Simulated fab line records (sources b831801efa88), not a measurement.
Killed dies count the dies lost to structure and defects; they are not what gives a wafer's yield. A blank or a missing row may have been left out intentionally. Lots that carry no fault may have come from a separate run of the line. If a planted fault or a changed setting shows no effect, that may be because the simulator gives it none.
2 desks looking at one fault + flow gf180mcu + only its own numbers are on each desk; what lay behind them is given at the end

## FROM THE METROLOGY DESK
What the gauges read, lot by lot, whatever tool the lot ran on: means of the sampled wafers that have a number. A lot is out of limits, marked OUT, if its mean lies more than 4 standard deviations from the usual mean; the brackets give that distance.
Columns: A = cd_nm at GF_HV_LDD_CD_MEAS_19, usual 399.6 nm; B = HV_LDD_2_TW at GF_HV_LDD_TW_MEAS_23, usual 1056; C = HV_LDD_4_TW at GF_HV_LDD_TW_MEAS_50, usual 568; D = HV_LDD_CVD_56_THK at GF_HV_LDD_THK_MEAS_57, usual 90.6 nm
| lot  | first seen here | A     | B    | C   | D              |
|------|-----------------|-------|------|-----|----------------|
| L461 | day 11 01:31    | 397.4 | 1063 | 569 | 90.1           |
| L463 | day 11 15:06    | 398.3 | 1059 | 570 | 89.5           |
| L464 | day 11 21:32    | 398.7 | 1049 | 572 | 92.5           |
| L465 | day 12 08:46    | 398.4 | 1059 | 565 | 89.6           |
| L466 | day 12 14:47    | 396.7 | 1048 | 574 | 90.2           |
| L469 | day 13 13:57    | 399.1 | 1063 | 575 | 90.7           |
| L471 | day 14 07:09    | 399.6 | 1045 | 564 | 90.9           |
| L473 | day 14 21:46    | 401.5 | 1053 | 570 | 90.5           |
| L475 | day 15 09:40    | 398.9 | 1064 | 574 | 98.8 (+10) OUT |
| L478 | day 16 08:49    | 397.4 | 1058 | 572 | 98.8 (+10) OUT |
| L482 | day 17 15:28    | 401.3 | 1065 | 566 | 91.7           |
| L483 | day 18 02:50    | 401.6 | 1050 | 572 | 91.1           |
Finding of this desk: L475, L478 out of limits, first seen on L475 at day 17 08:49 (HV_LDD_CVD_56_THK at GF_HV_LDD_THK_MEAS_57). L461, L463, L464, L465, L466, L469, L471, L473, L482, L483: within limits.

## TOOL OWNER'S DESK, lpcvd-02
The tool's own readings at GF_HV_LDD_CVD_56 (deposits Si3N4 from DCS/NH3, target thk 90 nm, time 1543 s): means of the sampled wafers that have a number, for each lot that ran on this tool. A lot is out of limits, marked OUT, if its mean lies more than 4 standard deviations from the usual mean; the brackets give that distance.
Columns: A = susceptor_temp_C at GF_HV_LDD_CVD_56, usual 770.0 C; B = zone_power_bottom_pct at GF_HV_LDD_CVD_56, usual 19.8 %
| lot  | first seen here | A     | B    |
|------|-----------------|-------|------|
| L461 | day 12 18:01    | 770.3 | 20.7 |
| L463 | day 13 12:18    | 769.7 | 20.8 |
| L465 | day 14 03:25    | 770.2 | 20.4 |
| L466 | day 14 11:34    | 770.0 | 20.8 |
| L475 | day 17 07:22    | 770.0 | 20.6 |
| L478 | day 18 09:19    | 769.7 | 20.6 |
Result from this desk: across the 6 lots, nothing is out of limits.

## TAKEN TOGETHER
At day 17 08:49 the metrology desk could have sounded an alarm, on L475, L478.
The desk of the tool owner found nothing out of limits.
The tool owner's desk has L475, L478 on record, within its limits.
Every lot named ran GF_HV_LDD_CVD_56 on lpcvd-02.

## WHAT HAD BEEN PUT IN BY THE SIMULATOR
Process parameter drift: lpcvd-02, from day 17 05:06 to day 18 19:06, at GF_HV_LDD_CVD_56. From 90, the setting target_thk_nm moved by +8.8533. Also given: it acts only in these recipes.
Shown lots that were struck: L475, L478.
Time in hours between the start of the fault and the first out-of-limits reading at each desk: metrology desk, 4.
